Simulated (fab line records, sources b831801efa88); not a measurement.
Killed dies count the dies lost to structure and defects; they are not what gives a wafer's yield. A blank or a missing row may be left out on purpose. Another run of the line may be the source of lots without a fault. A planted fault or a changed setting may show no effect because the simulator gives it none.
fab line records ; flow sky130
[record] lots = 13; wafers = 39; last_day = 50
route steps=708 shown SONOS_TUNNEL@166 LDD_LDN@293 POLY_CUT@315 PAD_OPEN@708
lots that met no fault: taken from a fault-free run of the same line
start_h: start of the lot's first displayed wafer, in hours after the record's first day ; wait_h: hours since the lot's step before ; " as in the row above ; L1.1+2: several wafers, shown together as one row ; - no value, or no start given ; * or withheld: withheld ; < > ~ a bound
route shown NAME@n: names a module that has steps shown in the file, with the first one's number in the route ; usual: average and standard deviation across the fault-free wafers ; same: alike in all rows ; chamber/n: place in a boat ; sites: each site's reading ; _std_site: standard deviation of those values ; _edge_site: the outer-site mean with the inner-site mean subtracted ; radius_mm: how far each site lies from the wafer's centre ; mask NAME#n: copy n ; behind: the last tool/chamber to shape the wafer ; hold: why the lot was held/for how many hours/how that ended ; device: transistor that didn't switch, given as n, p or np ; end of line: at the end of the route, the tests of the same wafers ; step lacking rows: just its recipe ; killed: at the first sort, the dies lost to defects and structure; wafer yield is something else ; map: dies across one wafer; x = killed, . = not, _ = none there
set.NAME: the setting that was run; set.NAME@STEP: the one run at that earlier step ; model.NAME: the simulator's own value behind a step, which no gauge read
steps of the route over a sample of lots; a table a step, a row a wafer
services: from which hour (start_h, from the record's first day; less than 0 if before it) a tool's chamber was out of use, for how many hours, and why
[[steps]]
[step SKY_SONOS_TUNNEL_TW_MEAS_12]
[usual] SONOS_TUNNEL_TW = 197.9/2.6
lot.wafer;tool;chamber;start_h;wait_h;SONOS_TUNNEL_TW
L215.3;film_metro-01;-;254.08;0.0;200.9
L215.5;film_metro-01;-;254.08;0.0;200.5
L215.6;film_metro-01;-;254.08;0.0;199.2
L217.2;film_metro-01;-;260.57;0.0;200.6
L217.3;film_metro-01;-;260.57;0.0;200.8
L217.6;film_metro-01;-;260.57;0.0;200.5
L218.1;film_metro-01;-;269.05;0.0;200.4
L218.4;film_metro-01;-;269.05;0.0;200.5
L218.6;film_metro-01;-;269.05;0.0;199.8
L219.2;film_metro-01;-;274.00;0.0;198.8
L219.5;film_metro-01;-;274.00;0.0;199.3
L219.6;film_metro-01;-;274.00;0.0;199.2
L220.1;film_metro-02;-;288.63;0.0;192.2
L220.3;film_metro-02;-;288.63;0.0;192.1
L220.6;film_metro-02;-;288.63;0.0;193.2
L221.2;film_metro-03;-;296.00;0.0;196.8
L221.4;film_metro-03;-;296.00;0.0;198.2
L221.6;film_metro-03;-;296.00;0.0;198.1
L222.1;film_metro-01;-;304.71;0.0;200.6
L222.4;film_metro-01;-;304.71;0.0;201.3
L222.5;film_metro-01;-;304.71;0.0;200.7
L223.2;film_metro-03;-;311.92;0.0;198.3
L223.3;film_metro-03;-;311.92;0.0;196.9
L223.6;film_metro-03;-;311.92;0.0;197.7
L224.1;film_metro-01;-;320.71;0.0;200.7
L224.5;film_metro-01;-;320.71;0.0;200.3
L224.6;film_metro-01;-;320.71;0.0;200.2
L226.1;film_metro-03;-;334.29;0.0;198.9
L226.2;film_metro-03;-;334.29;0.0;198.8
L226.3;film_metro-03;-;334.29;0.0;197.4
L230.4;film_metro-01;-;366.59;0.0;200.4
L230.5;film_metro-01;-;366.59;0.0;201.2
L230.6;film_metro-01;-;366.59;0.0;200.8
L234.2;film_metro-02;-;404.47;0.0;194.8
L234.3;film_metro-02;-;404.47;0.0;194.5
L234.4;film_metro-02;-;404.47;0.0;194.4
L238.1;film_metro-01;-;434.06;0.0;199.5
L238.3;film_metro-01;-;434.06;0.0;199.9
L238.5;film_metro-01;-;434.06;0.0;199.2
[step SKY_LDD_LDN_EXPOSE_04]
[recipe] mask_id = LDNTM; na = 0.6; source_shape = conventional; sigma_outer = 0.6; polarization = unpolarized; target_cd_nm = 700; dose_mj = 140
lot.wafer;tool;chamber;start_h;wait_h;mask
L215.3+5+6;iline_stepper-02;0;509.41;-;LDNTM#0
L217.2+3+6;iline_stepper-02;0;522.95;-;LDNTM#0
L218.1+4+6;iline_stepper-01;0;531.62;-;LDNTM#0
L219.2+5+6;iline_stepper-01;0;545.91;-;LDNTM#0
L220.1+3+6;iline_stepper-02;0;552.52;-;LDNTM#0
L221.2+4+6;iline_stepper-01;0;563.53;-;LDNTM#0
L222.1+4+5;iline_stepper-01;0;571.44;-;LDNTM#0
L223.2+3+6;iline_stepper-01;0;577.40;-;LDNTM#0
L224.1+5+6;iline_stepper-02;0;592.57;-;LDNTM#0
L226.1+2+3;iline_stepper-02;0;606.62;-;LDNTM#0
L230.4+5+6;iline_stepper-02;0;641.67;-;LDNTM#0
L234.2+3+4;iline_stepper-01;0;674.88;-;LDNTM_R1#0
L238.1+3+5;iline_stepper-02;0;701.94;-;LDNTM#0
[step SKY_LDD_LDN_OVL_MEAS_07]
[usual] LDD_LDN_OVL = -0.5/1.2
lot.wafer;tool;chamber;start_h;wait_h;LDD_LDN_OVL[nm]
L215.3;overlay-01;-;524.70;0.1;-0.4
L215.5;overlay-01;-;524.70;0.1;0.3
L215.6;overlay-01;-;524.70;0.1;-2.4
L217.2;overlay-01;-;537.95;0.1;-1.1
L217.3;overlay-01;-;537.95;0.1;-0.6
L217.6;overlay-01;-;537.95;0.1;-0.7
L218.1;overlay-01;-;546.29;0.1;-1.1
L218.4;overlay-01;-;546.29;0.1;-1.0
L218.6;overlay-01;-;546.29;0.1;-0.1
L219.2;overlay-02;-;561.09;0.1;-3.0
L219.5;overlay-02;-;561.09;0.1;0.1
L219.6;overlay-02;-;561.09;0.1;0.0
L220.1;overlay-02;-;567.74;0.1;-1.1
L220.3;overlay-02;-;567.74;0.1;-2.0
L220.6;overlay-02;-;567.74;0.1;-2.4
L221.2;overlay-02;-;577.55;0.1;-1.0
L221.4;overlay-02;-;577.55;0.1;-0.6
L221.6;overlay-02;-;577.55;0.1;-1.4
L222.1;overlay-02;-;585.84;0.1;-1.7
L222.4;overlay-02;-;585.84;0.1;1.8
L222.5;overlay-02;-;585.84;0.1;1.2
L223.2;overlay-02;-;592.29;0.1;-0.5
L223.3;overlay-02;-;592.29;0.1;0.6
L223.6;overlay-02;-;592.29;0.1;-0.8
L224.1;overlay-02;-;607.29;0.1;1.4
L224.5;overlay-02;-;607.29;0.1;-1.3
L224.6;overlay-02;-;607.29;0.1;-0.8
L226.1;overlay-02;-;620.84;0.1;-1.7
L226.2;overlay-02;-;620.84;0.1;-2.7
L226.3;overlay-02;-;620.84;0.1;-4.1
L230.4;overlay-02;-;656.00;0.1;0.4
L230.5;overlay-02;-;656.00;0.1;-2.3
L230.6;overlay-02;-;656.00;0.1;-0.6
L234.2;overlay-01;-;689.10;0.1;1.7
L234.3;overlay-01;-;689.10;0.1;-0.9
L234.4;overlay-01;-;689.10;0.1;-0.4
L238.1;overlay-01;-;715.04;0.1;0.4
L238.3;overlay-01;-;715.04;0.1;0.3
L238.5;overlay-01;-;715.04;0.1;1.5
[step SKY_POLY_CUT_CD_MEAS_08]
[recipe] target_cd_nm = 270
[usual] cd_nm = 270.0/1.5
lot.wafer;tool;chamber;start_h;wait_h;cd_nm
L215.3;cd_sem-01;-;556.68;-;271.8
L215.5;cd_sem-01;-;556.68;-;271.5
L215.6;cd_sem-01;-;556.68;-;271.2
L217.2;cd_sem-02;-;569.16;-;270.1
L217.3;cd_sem-02;-;569.16;-;269.9
L217.6;cd_sem-02;-;569.16;-;268.8
L218.1;cd_sem-02;-;578.14;-;271.3
L218.4;cd_sem-02;-;578.14;-;271.9
L218.6;cd_sem-02;-;578.14;-;271.4
L219.2;cd_sem-02;-;592.66;-;268.1
L219.5;cd_sem-02;-;592.66;-;266.9
L219.6;cd_sem-02;-;592.66;-;269.1
L220.1;cd_sem-02;-;599.94;-;268.3
L220.3;cd_sem-02;-;599.94;-;269.5
L220.6;cd_sem-02;-;599.94;-;268.3
L221.2;cd_sem-01;-;614.41;-;269.8
L221.4;cd_sem-01;-;614.41;-;269.2
L221.6;cd_sem-01;-;614.41;-;270.5
L222.1;cd_sem-02;-;617.49;-;269.1
L222.4;cd_sem-02;-;617.49;-;268.9
L222.5;cd_sem-02;-;617.49;-;269.3
L223.2;cd_sem-01;-;623.61;-;270.8
L223.3;cd_sem-01;-;623.61;-;270.0
L223.6;cd_sem-01;-;623.61;-;270.3
L224.1;cd_sem-01;-;639.19;-;270.6
L224.5;cd_sem-01;-;639.19;-;268.9
L224.6;cd_sem-01;-;639.19;-;270.4
L226.1;cd_sem-01;-;652.89;-;270.3
L226.2;cd_sem-01;-;652.89;-;270.6
L226.3;cd_sem-01;-;652.89;-;272.2
L230.4;cd_sem-02;-;686.45;-;271.7
L230.5;cd_sem-02;-;686.45;-;273.2
L230.6;cd_sem-02;-;686.45;-;272.6
L234.2;cd_sem-02;-;718.61;-;268.6
L234.3;cd_sem-02;-;718.61;-;270.3
L234.4;cd_sem-02;-;718.61;-;268.8
L238.1;cd_sem-02;-;744.44;-;269.9
L238.3;cd_sem-02;-;744.44;-;269.8
L238.5;cd_sem-02;-;744.44;-;270.4
[step SKY_PAD_OPEN_PROBE_99]
[usual] killed_at_M0_to_M3 = 43/7.3; killed_at_M4_up = 3.1/1.8; killed_at_contacts = 24/5.4; killed_at_front_end = 15/4.1; killed_at_other = 0.2/0.52; killed_dies = 86/10; killed_open = 47/7.3; killed_short = 39/6.4
[same] gross_dies = 492; killed_at_back_side = 0
lot.wafer;tool;chamber;start_h;wait_h;killed_at_M0_to_M3;killed_at_M4_up;killed_at_contacts;killed_at_front_end;killed_at_other;killed_dies;killed_open;killed_short
L234.2;prober-02;-;1184.07;0.1;36;4;22;18;2;82;43;38
// killed by level:class
L234.2 CONTACT:geometric_particle:open=10 VIA2:geometric_particle:open=7 VIA3:geometric_particle:open=6 VIA1:geometric_particle:open=6 METAL1:geometric_particle:short=5 FIELD_ISO:geometric_particle:short=4 LI_CONTACT:geometric_particle:open=4 LI_CONTACT:geometric_particle:short=4
[[services]]
tool;chamber;start_h;hours;kind
iline_stepper-01;0;498.24;-;calibration
iline_stepper-02;0;498.37;-;calibration
iline_stepper-01;-;505.98;1.7;pm
iline_stepper-01;-;549.18;4.4;pm
iline_stepper-02;-;555.15;-;calibration
iline_stepper-02;-;567.73;16.0;repair
iline_stepper-02;-;629.51;1.7;pm
[[key]]
[first_sign] step = SKY_LDD_LDN_EXPOSE_04; reading = mask; direction = changed
effect none on later readings
met_at SKY_LDD_LDN_EXPOSE_04
struck_lots L234
tester_left_out L234
not_acting_at SKY_SONOS_TUNNEL_TW_MEAS_12,SKY_LDD_LDN_OVL_MEAS_07,SKY_POLY_CUT_CD_MEAS_08
onset_between 577.40 674.88
[fault] kind = wrong_mask; tool = any; chamber = -; onset_h = 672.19; steps = SKY_LDD_LDN_EXPOSE_04; aux_copy = LDNTM_R1#0; cd_offset_nm = 49; scope = struck_lots_only
// tester_left_out: of these lots the tester's yield and bins aren't shown, on N5 and GAA mostly nor the transistor test; their killed dies are dies lost to structure and defects alone, not to doping, threshold or leakage, so they don't give the yield
